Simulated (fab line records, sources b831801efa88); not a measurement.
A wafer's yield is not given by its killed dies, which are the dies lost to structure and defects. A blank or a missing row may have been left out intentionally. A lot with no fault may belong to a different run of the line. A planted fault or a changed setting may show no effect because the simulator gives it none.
Which tool is to blame?	flow gf180mcu	12 lots (36 wafers sampled), 1 step of a 602-step route

== WHAT THE GAUGES SHOWED, per wafer ==
GF_M4_OVL_MEAS_15.
lot	measured	on	M4_OVL (nm)
L075	day 23 09:47	overlay-01	6 3 1
L077	day 25 00:39	overlay-02	-1 5 0
L078	day 25 03:01	overlay-02	0 1 -2
L081	day 25 23:26	overlay-01	2 -5 -3
L083	day 26 16:43	overlay-01	-1 2 -6
L085	day 27 08:12	overlay-01	2 3 9
L087	day 27 17:52	overlay-01	-7 -1 -10
L089	day 28 10:10	overlay-02	11 6 3
L091	day 28 21:47	overlay-02	-1 -4 -3
L093	day 29 12:01	overlay-02	-1 4 2
L095	day 29 22:46	overlay-02	6 12 3
L097	day 30 14:03	overlay-01	7 4 5

== TOOL THAT RAN EACH LOT (tool first, then ch and the chambers of the sampled wafers, then the start) ==
Record: no process step prior to these readings.

== THE ANSWER, worked out from the rows above alone ==
Rule: the usual values come from the lots themselves. Put in order of their means at a reading, lots are off if they are a third of the lots or fewer, leave a main group of 4 or more, and stand apart from it by a gap of 3 or more times the standard deviation of the main group's means; of several such gaps the widest counts. If all means in a main group match to the digits the tables above print for the reading, that group is not used. A lot without any number at a reading at which 4 lots or more have one is off too. Where the step has rows for the other lots, those lots are counted as sound.
No lot is off on any of the readings shown, so nothing can be concluded from this.

== WHAT THE SIMULATOR HAD PUT IN ==
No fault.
